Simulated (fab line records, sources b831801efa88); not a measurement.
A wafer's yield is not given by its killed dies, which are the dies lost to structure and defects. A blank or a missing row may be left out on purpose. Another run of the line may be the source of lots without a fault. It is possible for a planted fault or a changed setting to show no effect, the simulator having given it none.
Which tool was responsible? :: flow gf180mcu :: 24 lots, 72 wafers sampled, at 6 steps of a route of 602

WHAT THE GAUGES SHOWED, per wafer
GF_M4_CD_MEAS_14 targets a cd of 280 nm. Usual: 279.9 nm for cd_nm, sd 1.4.
lot: L074
measured: day 23 14:36
on: cd_sem-02
cd_nm (nm): 280.1 280.0 279.3
flag: 

lot: L075
measured: day 23 16:38
on: cd_sem-01
cd_nm (nm): 280.5 281.6 281.7
flag: 

lot: L076
measured: day 24 01:46
on: cd_sem-02
cd_nm (nm): 278.3 279.0 279.5
flag: 

lot: L077
measured: day 24 09:15
on: cd_sem-02
cd_nm (nm): 279.6 279.3 279.7
flag: 

lot: L078
measured: day 24 18:56
on: cd_sem-02
cd_nm (nm): 279.1 280.1 280.0
flag: 

lot: L080
measured: day 25 15:49
on: cd_sem-01
cd_nm (nm): 280.3 280.0 280.6
flag: 

lot: L079
measured: day 25 17:35
on: cd_sem-01
cd_nm (nm): 281.8 281.9 282.7
flag: 

lot: L081
measured: day 26 00:59
on: cd_sem-01
cd_nm (nm): 280.3 280.6 280.3
flag: 

lot: L082
measured: day 26 04:44
on: cd_sem-01
cd_nm (nm): 280.6 280.2 280.9
flag: 

lot: L083
measured: day 26 20:39
on: cd_sem-02
cd_nm (nm): 280.2 279.5 279.2
flag: 

lot: L084
measured: day 27 03:48
on: cd_sem-01
cd_nm (nm): 282.3 280.8 281.2
flag: 

lot: L085
measured: day 27 10:35
on: cd_sem-01
cd_nm (nm): 278.6 278.5 278.3
flag: 

lot: L086
measured: day 27 16:02
on: cd_sem-01
cd_nm (nm): 280.8 280.4 280.9
flag: 

lot: L087
measured: day 28 02:43
on: cd_sem-02
cd_nm (nm): 279.3 279.5 279.6
flag: 

lot: L088
measured: day 28 04:19
on: cd_sem-02
cd_nm (nm): 280.6 280.1 280.9
flag: 

lot: L089
measured: day 28 16:13
on: cd_sem-02
cd_nm (nm): 281.7 281.4 279.9
flag: 

lot: L090
measured: day 29 02:30
on: cd_sem-01
cd_nm (nm): 281.9 283.4 282.1
flag: 

lot: L091
measured: day 29 08:14
on: cd_sem-01
cd_nm (nm): 278.1 278.4 279.0
flag: 

lot: L092
measured: day 29 13:36
on: cd_sem-02
cd_nm (nm): 278.8 279.1 280.8
flag: 

lot: L094
measured: day 29 18:05
on: cd_sem-01
cd_nm (nm): 277.5 277.6 277.8
flag: 

lot: L093
measured: day 29 23:01
on: cd_sem-01
cd_nm (nm): 279.3 279.4 278.8
flag: 

lot: L095
measured: day 30 04:32
on: cd_sem-01
cd_nm (nm): 277.3 277.8 277.4
flag: 

lot: L096
measured: day 30 12:32
on: cd_sem-02
cd_nm (nm): 279.5 280.9 280.3
flag: 

lot: L097
measured: day 30 15:07
on: cd_sem-02
cd_nm (nm): 278.1 279.2 279.0
flag: 

GF_PASSIVATION_THK_MEAS_03. Usual: PASSIVATION_CVD_02_THK typically reads 702 nm, with standard deviation 9.7.
lot: L074
measured: day 28 09:40
on: film_metro-02
PASSIVATION_CVD_02_THK (nm): 697 686 697
flag: 

lot: L075
measured: day 28 10:05
on: film_metro-02
PASSIVATION_CVD_02_THK (nm): 701 702 704
flag: 

lot: L076
measured: day 28 18:23
on: film_metro-01
PASSIVATION_CVD_02_THK (nm): 692 701 698
flag: 

lot: L077
measured: day 29 01:38
on: film_metro-01
PASSIVATION_CVD_02_THK (nm): 693 705 716
flag: 

lot: L078
measured: day 29 09:10
on: film_metro-04
PASSIVATION_CVD_02_THK (nm): 703 693 708
flag: 

lot: L080
measured: day 30 04:17
on: film_metro-01
PASSIVATION_CVD_02_THK (nm): 697 706 709
flag: 

lot: L079
measured: day 30 04:33
on: film_metro-04
PASSIVATION_CVD_02_THK (nm): 685 700 690
flag: 

lot: L081
measured: day 30 11:43
on: film_metro-01
PASSIVATION_CVD_02_THK (nm): 701 714 712
flag: 

lot: L082
measured: day 30 14:06
on: film_metro-04
PASSIVATION_CVD_02_THK (nm): 697 695 708
flag: 

lot: L083
measured: day 31 04:31
on: film_metro-01
PASSIVATION_CVD_02_THK (nm): 702 689 702
flag: 

lot: L084
measured: day 31 08:48
on: film_metro-04
PASSIVATION_CVD_02_THK (nm): 695 708 699
flag: 

lot: L085
measured: day 31 17:01
on: film_metro-01
PASSIVATION_CVD_02_THK (nm): 692 675 707
flag: 

lot: L086
measured: day 31 22:34
on: film_metro-01
PASSIVATION_CVD_02_THK (nm): 690 711 698
flag: 

lot: L087
measured: day 32 06:31
on: film_metro-04
PASSIVATION_CVD_02_THK (nm): 704 708 715
flag: 

lot: L088
measured: day 32 08:07
on: film_metro-01
PASSIVATION_CVD_02_THK (nm): 703 718 711
flag: 

lot: L089
measured: day 32 19:01
on: film_metro-04
PASSIVATION_CVD_02_THK (nm): 708 711 707
flag: 

lot: L090
measured: day 33 04:08
on: film_metro-01
PASSIVATION_CVD_02_THK (nm): 701 728 721
flag: 

lot: L091
measured: day 33 08:35
on: film_metro-04
PASSIVATION_CVD_02_THK (nm): 710 708 710
flag: 

lot: L092
measured: day 33 12:47
on: film_metro-01
PASSIVATION_CVD_02_THK (nm): 700 713 713
flag: 

lot: L094
measured: day 33 16:23
on: film_metro-02
PASSIVATION_CVD_02_THK (nm): 698 702 689
flag: 

lot: L093
measured: day 33 20:26
on: film_metro-04
PASSIVATION_CVD_02_THK (nm): 704 706 717
flag: 

lot: L095
measured: day 33 23:56
on: film_metro-01
PASSIVATION_CVD_02_THK (nm): 687 713 704
flag: 

lot: L096
measured: day 34 08:59
on: film_metro-01
PASSIVATION_CVD_02_THK (nm): 705 710 717
flag: 

lot: L097
measured: day 34 10:32
on: film_metro-02
PASSIVATION_CVD_02_THK (nm): 714 706 718
flag: 

WHAT TOOL EACH LOT RAN ON (gives the tool, then ch and the chambers of the sampled wafers, and finally the start)
lot: L074
GF_V4_SPUTTER_22: pvd_sputter-04, day 24 17:04
GF_MIM_SPUTTER_03: pvd_sputter-02, day 24 17:52
GF_MIM_SPUTTER_08: pvd_sputter-01, day 24 18:04
GF_M5_METAL_ETCH_10: rie_metal-04 ch 0, day 26 12:56

lot: L075
GF_V4_SPUTTER_22: pvd_sputter-02, day 24 17:04
GF_MIM_SPUTTER_03: pvd_sputter-03, day 24 17:52
GF_MIM_SPUTTER_08: pvd_sputter-02, day 24 18:04
GF_M5_METAL_ETCH_10: rie_metal-01 ch 0,1, day 26 13:38

lot: L076
GF_V4_SPUTTER_22: pvd_sputter-02, day 25 02:15
GF_MIM_SPUTTER_03: pvd_sputter-01, day 25 03:03
GF_MIM_SPUTTER_08: pvd_sputter-02, day 25 03:14
GF_M5_METAL_ETCH_10: rie_metal-04 ch 0,1, day 26 21:40

lot: L077
GF_V4_SPUTTER_22: pvd_sputter-01, day 25 10:54
GF_MIM_SPUTTER_03: pvd_sputter-03, day 25 11:41
GF_MIM_SPUTTER_08: pvd_sputter-01, day 25 11:53
GF_M5_METAL_ETCH_10: rie_metal-03 ch 0, day 27 06:01

lot: L078
GF_V4_SPUTTER_22: pvd_sputter-02, day 25 19:11
GF_MIM_SPUTTER_03: pvd_sputter-01, day 25 19:59
GF_MIM_SPUTTER_08: pvd_sputter-02, day 25 20:11
GF_M5_METAL_ETCH_10: rie_metal-04 ch 0, day 27 14:05

lot: L080
GF_V4_SPUTTER_22: pvd_sputter-04, day 26 15:07
GF_MIM_SPUTTER_03: pvd_sputter-01, day 26 15:54
GF_MIM_SPUTTER_08: pvd_sputter-02, day 26 16:06
GF_M5_METAL_ETCH_10: rie_metal-04 ch 0,1, day 28 09:20

lot: L079
GF_V4_SPUTTER_22: pvd_sputter-04, day 26 17:01
GF_MIM_SPUTTER_03: pvd_sputter-01, day 26 17:48
GF_MIM_SPUTTER_08: pvd_sputter-02, day 26 18:00
GF_M5_METAL_ETCH_10: rie_metal-01 ch 0,1, day 28 10:50

lot: L081
GF_V4_SPUTTER_22: pvd_sputter-04, day 26 23:46
GF_MIM_SPUTTER_03: pvd_sputter-01, day 27 00:34
GF_MIM_SPUTTER_08: pvd_sputter-03, day 27 00:46
GF_M5_METAL_ETCH_10: rie_metal-04 ch 0,1, day 28 17:07

lot: L082
GF_V4_SPUTTER_22: pvd_sputter-01, day 27 03:58
GF_MIM_SPUTTER_03: pvd_sputter-03, day 27 04:45
GF_MIM_SPUTTER_08: pvd_sputter-02, day 27 04:58
GF_M5_METAL_ETCH_10: rie_metal-04 ch 0,1, day 28 20:35

lot: L083
GF_V4_SPUTTER_22: pvd_sputter-02, day 27 19:08
GF_MIM_SPUTTER_03: pvd_sputter-01, day 27 19:55
GF_MIM_SPUTTER_08: pvd_sputter-02, day 27 20:07
GF_M5_METAL_ETCH_10: rie_metal-03 ch 0, day 29 11:38

lot: L084
GF_V4_SPUTTER_22: pvd_sputter-04, day 28 01:49
GF_MIM_SPUTTER_03: pvd_sputter-02, day 28 02:37
GF_MIM_SPUTTER_08: pvd_sputter-03, day 28 02:49
GF_M5_METAL_ETCH_10: rie_metal-04 ch 0,1, day 29 16:53

lot: L085
GF_V4_SPUTTER_22: pvd_sputter-01, day 28 08:55
GF_MIM_SPUTTER_03: pvd_sputter-02, day 28 09:43
GF_MIM_SPUTTER_08: pvd_sputter-01, day 28 09:55
GF_M5_METAL_ETCH_10: rie_metal-03 ch 0,1, day 29 23:44

lot: L086
GF_V4_SPUTTER_22: pvd_sputter-02, day 28 14:52
GF_MIM_SPUTTER_03: pvd_sputter-01, day 28 15:39
GF_MIM_SPUTTER_08: pvd_sputter-02, day 28 15:51
GF_M5_METAL_ETCH_10: rie_metal-04 ch 0,1, day 30 06:32

lot: L087
GF_V4_SPUTTER_22: pvd_sputter-02, day 29 00:17
GF_MIM_SPUTTER_03: pvd_sputter-01, day 29 01:04
GF_MIM_SPUTTER_08: pvd_sputter-03, day 29 01:16
GF_M5_METAL_ETCH_10: rie_metal-04 ch 0,1, day 30 14:56

lot: L088
GF_V4_SPUTTER_22: pvd_sputter-04, day 29 01:51
GF_MIM_SPUTTER_03: pvd_sputter-03, day 29 02:38
GF_MIM_SPUTTER_08: pvd_sputter-01, day 29 02:50
GF_M5_METAL_ETCH_10: rie_metal-03 ch 1, day 30 16:40

lot: L089
GF_V4_SPUTTER_22: pvd_sputter-04, day 29 13:47
GF_MIM_SPUTTER_03: pvd_sputter-02, day 29 14:35
GF_MIM_SPUTTER_08: pvd_sputter-01, day 29 14:47
GF_M5_METAL_ETCH_10: rie_metal-01 ch 0,1, day 31 04:02

lot: L090
GF_V4_SPUTTER_22: pvd_sputter-02, day 29 23:47
GF_MIM_SPUTTER_03: pvd_sputter-01, day 30 00:34
GF_MIM_SPUTTER_08: pvd_sputter-02, day 30 00:46
GF_M5_METAL_ETCH_10: rie_metal-01 ch 0, day 31 13:55

lot: L091
GF_V4_SPUTTER_22: pvd_sputter-04, day 30 05:33
GF_MIM_SPUTTER_03: pvd_sputter-03, day 30 06:21
GF_MIM_SPUTTER_08: pvd_sputter-02, day 30 06:32
GF_M5_METAL_ETCH_10: rie_metal-03 ch 0,1, day 31 18:43

lot: L092
GF_V4_SPUTTER_22: pvd_sputter-01, day 30 10:17
GF_MIM_SPUTTER_03: pvd_sputter-02, day 30 11:05
GF_MIM_SPUTTER_08: pvd_sputter-01, day 30 11:17
GF_M5_METAL_ETCH_10: rie_metal-03 ch 0,1, day 31 23:23

lot: L094
GF_V4_SPUTTER_22: pvd_sputter-02, day 30 14:49
GF_MIM_SPUTTER_03: pvd_sputter-01, day 30 15:37
GF_MIM_SPUTTER_08: pvd_sputter-02, day 30 15:49
GF_M5_METAL_ETCH_10: rie_metal-01 ch 0, day 32 03:08

lot: L093
GF_V4_SPUTTER_22: pvd_sputter-02, day 30 20:07
GF_MIM_SPUTTER_03: pvd_sputter-01, day 30 20:54
GF_MIM_SPUTTER_08: pvd_sputter-03, day 30 21:06
GF_M5_METAL_ETCH_10: rie_metal-03 ch 0, day 32 07:53

lot: L095
GF_V4_SPUTTER_22: pvd_sputter-02, day 31 01:02
GF_MIM_SPUTTER_03: pvd_sputter-01, day 31 01:49
GF_MIM_SPUTTER_08: pvd_sputter-02, day 31 02:01
GF_M5_METAL_ETCH_10: rie_metal-03 ch 0,1, day 32 11:41

lot: L096
GF_V4_SPUTTER_22: pvd_sputter-02, day 31 09:20
GF_MIM_SPUTTER_03: pvd_sputter-03, day 31 10:08
GF_MIM_SPUTTER_08: pvd_sputter-02, day 31 10:20
GF_M5_METAL_ETCH_10: rie_metal-04 ch 1, day 32 20:20

lot: L097
GF_V4_SPUTTER_22: pvd_sputter-01, day 31 11:34
GF_MIM_SPUTTER_03: pvd_sputter-03, day 31 12:28
GF_MIM_SPUTTER_08: pvd_sputter-01, day 31 12:40
GF_M5_METAL_ETCH_10: rie_metal-03 ch 0, day 32 22:47
- GF_V4_SPUTTER_22: material TiN, target thk 10 nm, time 40 s.
- GF_MIM_SPUTTER_03: material Ti, target thk 10 nm, time 6.7 s.
- GF_MIM_SPUTTER_08: material AlCu, target thk 200 nm, time 10.6 s.
- GF_M5_METAL_ETCH_10: etches the open film in Cl2/BCl3, stops on SiO2, target depth 750.8 nm, time 125.1 s.

WHAT THE TOOLS THEMSELVES READ (means of the sampled wafers that have a number; where no wafer has one, the mark that the record gives instead)
GF_V4_SPUTTER_22. Usual: 30.5 % for throttle_valve_pct, sd 0.89.
lot: L074
tool: pvd_sputter-04
throttle_valve_pct (%): 30.9
flag: 

lot: L075
tool: pvd_sputter-02
throttle_valve_pct (%): 30.1
flag: 

lot: L076
tool: pvd_sputter-02
throttle_valve_pct (%): 30.2
flag: 

lot: L077
tool: pvd_sputter-01
throttle_valve_pct (%): 31.1
flag: 

lot: L078
tool: pvd_sputter-02
throttle_valve_pct (%): 30.1
flag: 

lot: L080
tool: pvd_sputter-04
throttle_valve_pct (%): 30.7
flag: 

lot: L079
tool: pvd_sputter-04
throttle_valve_pct (%): 30.7
flag: 

lot: L081
tool: pvd_sputter-04
throttle_valve_pct (%): 30.7
flag: 

lot: L082
tool: pvd_sputter-01
throttle_valve_pct (%): 31.1
flag: 

lot: L083
tool: pvd_sputter-02
throttle_valve_pct (%): 30.4
flag: 

lot: L084
tool: pvd_sputter-04
throttle_valve_pct (%): 31.2
flag: 

lot: L085
tool: pvd_sputter-01
throttle_valve_pct (%): 30.5
flag: 

lot: L086
tool: pvd_sputter-02
throttle_valve_pct (%): 30.0
flag: 

lot: L087
tool: pvd_sputter-02
throttle_valve_pct (%): 29.4
flag: 

lot: L088
tool: pvd_sputter-04
throttle_valve_pct (%): 30.8
flag: 

lot: L089
tool: pvd_sputter-04
throttle_valve_pct (%): 31.0
flag: 

lot: L090
tool: pvd_sputter-02
throttle_valve_pct (%): 30.0
flag: 

lot: L091
tool: pvd_sputter-04
throttle_valve_pct (%): 30.8
flag: 

lot: L092
tool: pvd_sputter-01
throttle_valve_pct (%): 32.1
flag: 

lot: L094
tool: pvd_sputter-02
throttle_valve_pct (%): 29.5
flag: 

lot: L093
tool: pvd_sputter-02
throttle_valve_pct (%): 29.9
flag: 

lot: L095
tool: pvd_sputter-02
throttle_valve_pct (%): 29.1
flag: 

lot: L096
tool: pvd_sputter-02
throttle_valve_pct (%): 29.8
flag: 

lot: L097
tool: pvd_sputter-01
throttle_valve_pct (%): 32.1
flag: 

GF_MIM_SPUTTER_03. Usual: 30.6 % for throttle_valve_pct, sd 1.
lot: L074
tool: pvd_sputter-02
throttle_valve_pct (%): 29.9
flag: 

lot: L075
tool: pvd_sputter-03
throttle_valve_pct (%): 29.7
flag: 

lot: L076
tool: pvd_sputter-01
throttle_valve_pct (%): 30.4
flag: 

lot: L077
tool: pvd_sputter-03
throttle_valve_pct (%): 29.6
flag: 

lot: L078
tool: pvd_sputter-01
throttle_valve_pct (%): 31.9
flag: 

lot: L080
tool: pvd_sputter-01
throttle_valve_pct (%): 30.5
flag: 

lot: L079
tool: pvd_sputter-01
throttle_valve_pct (%): 31.3
flag: 

lot: L081
tool: pvd_sputter-01
throttle_valve_pct (%): 30.6
flag: 

lot: L082
tool: pvd_sputter-03
throttle_valve_pct (%): 29.2
flag: 

lot: L083
tool: pvd_sputter-01
throttle_valve_pct (%): 30.6
flag: 

lot: L084
tool: pvd_sputter-02
throttle_valve_pct (%): 29.6
flag: 

lot: L085
tool: pvd_sputter-02
throttle_valve_pct (%): 30.4
flag: 

lot: L086
tool: pvd_sputter-01
throttle_valve_pct (%): 30.6
flag: 

lot: L087
tool: pvd_sputter-01
throttle_valve_pct (%): 30.6
flag: 

lot: L088
tool: pvd_sputter-03
throttle_valve_pct (%): 30.4
flag: 

lot: L089
tool: pvd_sputter-02
throttle_valve_pct (%): 30.3
flag: 

lot: L090
tool: pvd_sputter-01
throttle_valve_pct (%): 30.6
flag: 

lot: L091
tool: pvd_sputter-03
throttle_valve_pct (%): 30.5
flag: 

lot: L092
tool: pvd_sputter-02
throttle_valve_pct (%): 29.6
flag: 

lot: L094
tool: pvd_sputter-01
throttle_valve_pct (%): 32.0
flag: 

lot: L093
tool: pvd_sputter-01
throttle_valve_pct (%): 30.6
flag: 

lot: L095
tool: pvd_sputter-01
throttle_valve_pct (%): 30.7
flag: 

lot: L096
tool: pvd_sputter-03
throttle_valve_pct (%): 30.7
flag: 

lot: L097
tool: pvd_sputter-03
throttle_valve_pct (%): 30.6
flag: 

GF_MIM_SPUTTER_08. Usual: 30.4 % for throttle_valve_pct, sd 0.99.
lot: L074
tool: pvd_sputter-01
throttle_valve_pct (%): 30.7
flag: 

lot: L075
tool: pvd_sputter-02
throttle_valve_pct (%): 30.3
flag: 

lot: L076
tool: pvd_sputter-02
throttle_valve_pct (%): 30.0
flag: 

lot: L077
tool: pvd_sputter-01
throttle_valve_pct (%): 32.1
flag: 

lot: L078
tool: pvd_sputter-02
throttle_valve_pct (%): 29.5
flag: 

lot: L080
tool: pvd_sputter-02
throttle_valve_pct (%): 30.1
flag: 

lot: L079
tool: pvd_sputter-02
throttle_valve_pct (%): 29.9
flag: 

lot: L081
tool: pvd_sputter-03
throttle_valve_pct (%): 29.8
flag: 

lot: L082
tool: pvd_sputter-02
throttle_valve_pct (%): 30.4
flag: 

lot: L083
tool: pvd_sputter-02
throttle_valve_pct (%): 30.9
flag: 

lot: L084
tool: pvd_sputter-03
throttle_valve_pct (%): 29.8
flag: 

lot: L085
tool: pvd_sputter-01
throttle_valve_pct (%): 31.3
flag: 

lot: L086
tool: pvd_sputter-02
throttle_valve_pct (%): 29.1
flag: 

lot: L087
tool: pvd_sputter-03
throttle_valve_pct (%): 29.9
flag: 

lot: L088
tool: pvd_sputter-01
throttle_valve_pct (%): 31.3
flag: 

lot: L089
tool: pvd_sputter-01
throttle_valve_pct (%): 30.7
flag: 

lot: L090
tool: pvd_sputter-02
throttle_valve_pct (%): 29.6
flag: 

lot: L091
tool: pvd_sputter-02
throttle_valve_pct (%): 30.4
flag: 

lot: L092
tool: pvd_sputter-01
throttle_valve_pct (%): 31.4
flag: 

lot: L094
tool: pvd_sputter-02
throttle_valve_pct (%): 30.0
flag: 

lot: L093
tool: pvd_sputter-03
throttle_valve_pct (%): 30.5
flag: 

lot: L095
tool: pvd_sputter-02
throttle_valve_pct (%): 30.1
flag: 

lot: L096
tool: pvd_sputter-02
throttle_valve_pct (%): 30.3
flag: 

lot: L097
tool: pvd_sputter-01
throttle_valve_pct (%): 30.7
flag: 

GF_M5_METAL_ETCH_10. Usual: drypump_motor_current_A 5.9 A, standard deviation 0.39; oes_product_au 0.990 a.u., standard deviation 0.0054; throttle_valve_pct 28.230 %, standard deviation 0.0088.
lot: L074
tool: rie_metal-04
drypump_motor_current_A (A): 5.1
oes_product_au (a.u.): 0.988
throttle_valve_pct (%): 28.224
flag: 

lot: L075
tool: rie_metal-01
drypump_motor_current_A (A): 6.0
oes_product_au (a.u.): 0.997
throttle_valve_pct (%): 28.235
flag: 

lot: L076
tool: rie_metal-04
drypump_motor_current_A (A): 5.7
oes_product_au (a.u.): 0.990
throttle_valve_pct (%): 28.224
flag: 

lot: L077
tool: rie_metal-03
drypump_motor_current_A (A): 6.3
oes_product_au (a.u.): 0.991
throttle_valve_pct (%): 28.229
flag: 

lot: L078
tool: rie_metal-04
drypump_motor_current_A (A): 5.1
oes_product_au (a.u.): 0.991
throttle_valve_pct (%): 28.222
flag: 

lot: L080
tool: rie_metal-04
drypump_motor_current_A (A): 5.7
oes_product_au (a.u.): 0.989
throttle_valve_pct (%): 28.228
flag: 

lot: L079
tool: rie_metal-01
drypump_motor_current_A (A): 6.1
oes_product_au (a.u.): 0.990
throttle_valve_pct (%): 28.219
flag: 

lot: L081
tool: rie_metal-04
drypump_motor_current_A (A): 5.7
oes_product_au (a.u.): 0.988
throttle_valve_pct (%): 28.228
flag: 

lot: L082
tool: rie_metal-04
drypump_motor_current_A (A): 5.4
oes_product_au (a.u.): 0.996
throttle_valve_pct (%): 28.226
flag: 

lot: L083
tool: rie_metal-03
drypump_motor_current_A (A): 6.3
oes_product_au (a.u.): 0.989
throttle_valve_pct (%): 28.242
flag: 

lot: L084
tool: rie_metal-04
drypump_motor_current_A (A): 5.7
oes_product_au (a.u.): 0.995
throttle_valve_pct (%): 28.227
flag: 

lot: L085
tool: rie_metal-03
drypump_motor_current_A (A): 6.2
oes_product_au (a.u.): 0.993
throttle_valve_pct (%): 28.230
flag: 

lot: L086
tool: rie_metal-04
drypump_motor_current_A (A): 5.4
oes_product_au (a.u.): 0.988
throttle_valve_pct (%): 28.237
flag: 

lot: L087
tool: rie_metal-04
drypump_motor_current_A (A): 5.7
oes_product_au (a.u.): 0.991
throttle_valve_pct (%): 28.218
flag: 

lot: L088
tool: rie_metal-03
drypump_motor_current_A (A): 6.1
oes_product_au (a.u.): 0.984
throttle_valve_pct (%): 28.238
flag: 

lot: L089
tool: rie_metal-01
drypump_motor_current_A (A): 6.1
oes_product_au (a.u.): 0.991
throttle_valve_pct (%): 28.226
flag: 

lot: L090
tool: rie_metal-01
drypump_motor_current_A (A): 6.1
oes_product_au (a.u.): 0.992
throttle_valve_pct (%): 28.229
flag: 

lot: L091
tool: rie_metal-03
drypump_motor_current_A (A): 6.2
oes_product_au (a.u.): 0.985
throttle_valve_pct (%): 28.238
flag: 

lot: L092
tool: rie_metal-03
drypump_motor_current_A (A): 6.2
oes_product_au (a.u.): 0.986
throttle_valve_pct (%): 28.241
flag: 

lot: L094
tool: rie_metal-01
drypump_motor_current_A (A): 6.1
oes_product_au (a.u.): 0.994
throttle_valve_pct (%): 28.226
flag: 

lot: L093
tool: rie_metal-03
drypump_motor_current_A (A): 6.3
oes_product_au (a.u.): 0.984
throttle_valve_pct (%): 28.243
flag: 

lot: L095
tool: rie_metal-03
drypump_motor_current_A (A): 6.2
oes_product_au (a.u.): 0.987
throttle_valve_pct (%): 28.237
flag: 

lot: L096
tool: rie_metal-04
drypump_motor_current_A (A): 6.0
oes_product_au (a.u.): 0.987
throttle_valve_pct (%): 28.231
flag: 

lot: L097
tool: rie_metal-03
drypump_motor_current_A (A): 6.3
oes_product_au (a.u.): 0.982
throttle_valve_pct (%): 28.232
flag: 

THE ANSWER, worked out from the rows above alone
Rule: lot off if the mean of its wafers having a number is beyond 3 standard deviations from the usual mean. Also off: a lot with no number at a reading for which 4 or more lots have one. Where the step has rows for the other lots, those lots are counted as sound. The gauges are gone through in route order, then the tools' own readings, and for those a lot's mean is taken as printed above. At the first step where some lot is off, the reading lying furthest off is the one used; lots without a number count as furthest.
Across all readings shown, no lot is off: no conclusion can be drawn from this.

WHAT THE SIMULATOR PUT IN
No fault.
